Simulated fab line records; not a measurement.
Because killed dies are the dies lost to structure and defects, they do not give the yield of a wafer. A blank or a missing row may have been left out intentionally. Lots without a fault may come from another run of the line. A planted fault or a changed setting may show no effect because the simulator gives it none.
A struck lot beside a sound one | flow sky130 | 14 steps out of a route of 708
Sound: wafers L260.1, L260.3, L260.6. Struck: wafers L249.2, L249.3. (L249.6 of the same lot was not struck and is left out.) The cause comes at the end.
Per side, at each step with rows, come the tool, then ch with its chambers, and then its first start. Under that, the readings that differ: sound wafers | struck wafers | difference of the means | sigmas: that difference in standard deviations of wafers without a fault.
alike: readings with means less than 2 such deviations apart, plus words and numbers identical on both sides. not compared: withheld readings, readings lacking a value on some wafer, bounds such as >300 that could conceal the same value, and numbers that have no deviation in the record and whose values overlap.
Wherever a step has rows on one side only, a row that says differs or no value, or a row with sigmas, the two part there. Numbers that have no deviation but don't overlap get no sigmas and don't part them. A reading missing from all wafers of one side parts the sides only when that side holds two or more wafers.

SKY_VIA3_STRIP_16: strips in O2/N2.
  sound on plasmaAsher-03 ch 0,1, day 44 12:46; struck on plasmaAsher-04 ch 0,1, day 41 19:27
  alike: drypumpMotorCurrentA, oesProductAu, stripTimeToEndpointS
  not compared: rfHoursCounterH
then, 3 steps without rows for these wafers: SKY_VIA3_STRIP_17 (strips in post etch residue remover, time 1200 s); SKY_VIA3_CLEAN_18 (cleans in IPA, time 180 s); SKY_VIA3_CLEAN_19 (cleans in O3/DIW).
SKY_VIA3_SPUTTER_20: material TiN, target thk 20 nm, time 80 s.
  sound on pvdSputter-04 at day 44 13:21; struck on pvdSputter-01 at day 41 20:03
  alike: chamberPressurePa, throttleValvePct
then, 1 step without rows for these wafers: SKY_VIA3_CVD_21 (deposits W, target thk 390 nm, time 117.31 s).
SKY_VIA3_RS_MEAS_22: the measuring method here is four-point-probe.
  sound on filmMetro-03 at day 44 13:32; struck on filmMetro-03 at day 41 20:16
  alike: VIA3_W_RS
SKY_VIA3_THK_MEAS_23: measures by xrf.
  sound on filmMetro-03 at day 44 13:39; struck on filmMetro-03 at day 41 20:22
  alike: VIA3_W_THK
then, 1 step without rows for these wafers: SKY_VIA3_CMP_24 (polishes, stops on SiO2, t overpolish 20 s, target thk 0 nm).
SKY_METAL4_SPUTTER_00: material Ti, target thk 15 nm, time 10 s.
  sound on pvdSputter-02 at day 44 14:01; struck on pvdSputter-03 at day 41 20:43
  alike: chamberPressurePa, throttleValvePct
SKY_METAL4_SPUTTER_01: material TiN, target thk 20 nm, time 16.7 s.
  sound on pvdSputter-02 at day 44 14:02; struck on pvdSputter-03 at day 41 20:44
  alike: chamberPressurePa, throttleValvePct
SKY_METAL4_SPUTTER_02: material AlCu, target thk 735 nm, time 39.1 s.
  sound on pvdSputter-02 at day 44 14:04; struck on pvdSputter-03 at day 41 20:46
  alike: chamberPressurePa, throttleValvePct
SKY_METAL4_SPUTTER_03: material Ti, target thk 5 nm, time 3.3 s.
  sound on pvdSputter-02 at day 44 14:06; struck on pvdSputter-03 at day 41 20:48
reading                                  | sound             | struck      | difference | sigmas
model.Ti_of_METAL4_SPUTTER_03.thkNm (nm) | 5.024 5.099 5.038 | 4.984 4.955 | -0.084     | 
  alike: chamberPressurePa, throttleValvePct
then, 1 step without rows for these wafers: SKY_METAL4_SPUTTER_04 (material TiN, target thk 70 nm, time 58.3 s).

WHERE THEY PART
Nowhere in this record.

WHY: what had been put in by the simulator
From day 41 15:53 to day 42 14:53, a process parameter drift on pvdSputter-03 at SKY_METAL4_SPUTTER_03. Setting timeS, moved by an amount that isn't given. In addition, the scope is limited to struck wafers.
